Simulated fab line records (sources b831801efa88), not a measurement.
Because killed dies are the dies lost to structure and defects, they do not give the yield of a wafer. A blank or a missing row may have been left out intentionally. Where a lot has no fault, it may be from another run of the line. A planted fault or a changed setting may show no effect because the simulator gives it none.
Split-lot study / flow sfqLine / route with 325 steps; 5 lots, 23 wafers read

== SPLIT DETAILS ==
At SFQ_TRILAYER_R5_LITHO_PEB_139 (peb time 60 s), the setting pebTempC was moved away from the recipe's 115 C on 7 of the 23 wafers read, by -2.9% to +2.1%. This setting was run at the recipe's value on the other wafers.

== THE PATH FROM SPLIT TO READING: the file shows 1 step between them ==
- SFQ_TRILAYER_R5_LITHO_DEVELOP_138: time 60 s

== THE READING ==
R5.cdNm (the simulator's own value, which no gauge read), in nm, at SFQ_TRILAYER_R5_BARC_OPEN_METAL_ETCH_177 (etches BARC in O2, target depth 125 nm, time 41.7 s). No usual value for it is given in the file. Average 498.7 nm, standard deviation 1.5 nm, over the 16 wafers here run with the recipe.

wafer=L075.1; tool, chamber at the split=lithoTrack-01, 0; pebTempC as run, C=115; against the recipe=recipe; R5.cdNm, nm=502.1; against lot-mates on the recipe=-
wafer=L075.3; tool, chamber at the split=lithoTrack-01, 0; pebTempC as run, C=117.4; against the recipe=+2.1%; R5.cdNm, nm=461.8; against lot-mates on the recipe=-39.8
wafer=L075.4; tool, chamber at the split=lithoTrack-01, 0; pebTempC as run, C=117.4; against the recipe=+2.1%; R5.cdNm, nm=461.3; against lot-mates on the recipe=-40.3
wafer=L075.5; tool, chamber at the split=lithoTrack-01, 0; pebTempC as run, C=117.4; against the recipe=+2.1%; R5.cdNm, nm=462; against lot-mates on the recipe=-39.6
wafer=L075.6; tool, chamber at the split=lithoTrack-01, 0; pebTempC as run, C=115; against the recipe=recipe; R5.cdNm, nm=501.2; against lot-mates on the recipe=-
wafer=L077.1; tool, chamber at the split=lithoTrack-01, 0; pebTempC as run, C=115; against the recipe=recipe; R5.cdNm, nm=498.8; against lot-mates on the recipe=-
wafer=L077.3; tool, chamber at the split=lithoTrack-01, 0; pebTempC as run, C=115; against the recipe=recipe; R5.cdNm, nm=498.8; against lot-mates on the recipe=-
wafer=L077.2; tool, chamber at the split=lithoTrack-01, 0; pebTempC as run, C=112.5; against the recipe=-2.2%; R5.cdNm, nm=547.2; against lot-mates on the recipe=+48.8
wafer=L077.4; tool, chamber at the split=lithoTrack-01, 0; pebTempC as run, C=115; against the recipe=recipe; R5.cdNm, nm=497.5; against lot-mates on the recipe=-
wafer=L077.5; tool, chamber at the split=lithoTrack-01, 0; pebTempC as run, C=112.5; against the recipe=-2.2%; R5.cdNm, nm=549; against lot-mates on the recipe=+50.6
wafer=L078.1; tool, chamber at the split=lithoTrack-02, 0; pebTempC as run, C=115; against the recipe=recipe; R5.cdNm, nm=498; against lot-mates on the recipe=-
wafer=L078.3; tool, chamber at the split=lithoTrack-02, 0; pebTempC as run, C=115; against the recipe=recipe; R5.cdNm, nm=497.7; against lot-mates on the recipe=-
wafer=L078.6; tool, chamber at the split=lithoTrack-02, 0; pebTempC as run, C=115; against the recipe=recipe; R5.cdNm, nm=497.7; against lot-mates on the recipe=-
wafer=L078.4; tool, chamber at the split=lithoTrack-02, 0; pebTempC as run, C=115; against the recipe=recipe; R5.cdNm, nm=496.9; against lot-mates on the recipe=-
wafer=L078.5; tool, chamber at the split=lithoTrack-02, 0; pebTempC as run, C=115; against the recipe=recipe; R5.cdNm, nm=496.5; against lot-mates on the recipe=-
wafer=L079.1; tool, chamber at the split=lithoTrack-02, 0; pebTempC as run, C=111.7; against the recipe=-2.9%; R5.cdNm, nm=568.3; against lot-mates on the recipe=+68.7
wafer=L079.2; tool, chamber at the split=lithoTrack-02, 0; pebTempC as run, C=115; against the recipe=recipe; R5.cdNm, nm=499.6; against lot-mates on the recipe=-
wafer=L079.3; tool, chamber at the split=lithoTrack-02, 0; pebTempC as run, C=115; against the recipe=recipe; R5.cdNm, nm=499.9; against lot-mates on the recipe=-
wafer=L079.4; tool, chamber at the split=lithoTrack-02, 0; pebTempC as run, C=115; against the recipe=recipe; R5.cdNm, nm=499.2; against lot-mates on the recipe=-
wafer=L079.5; tool, chamber at the split=lithoTrack-02, 0; pebTempC as run, C=111.7; against the recipe=-2.9%; R5.cdNm, nm=567.7; against lot-mates on the recipe=+68.1
wafer=L082.1; tool, chamber at the split=lithoTrack-02, 0; pebTempC as run, C=115; against the recipe=recipe; R5.cdNm, nm=499.5; against lot-mates on the recipe=-
wafer=L082.2; tool, chamber at the split=lithoTrack-02, 0; pebTempC as run, C=115; against the recipe=recipe; R5.cdNm, nm=497.4; against lot-mates on the recipe=-
wafer=L082.4; tool, chamber at the split=lithoTrack-02, 0; pebTempC as run, C=115; against the recipe=recipe; R5.cdNm, nm=499.1; against lot-mates on the recipe=-

THE FIT
A straight line over all 23 wafers: R5.cdNm changes by -21.5 nm for each +1% of pebTempC; r = -0.99; the points scatter about the line by 3.6 nm.
The same after taking each lot's own level away (the mean of its wafers on the recipe; 23 wafers): -21.9 nm for each +1%; r = -1.00; scatter 2.5 nm.
Per that fit: largest pebTempC move, reading shift of 63 nm.
From 497.36 to 501.65 nm: that is the span of the lots' own levels, equal to 2.9 times the standard deviation above.
So the lot-to-lot level changes the slope little: the two slopes agree.
Check: for one of the wafers moved furthest among these (-2.9%), held out of the fit, the line's prediction against its lot-mates is +62.9 nm. It came out at +68.7 nm against them.

== FILE'S OWN FIT ==
R5.cdNm changes by -22.4 nm for each +1% of pebTempC, r = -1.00.
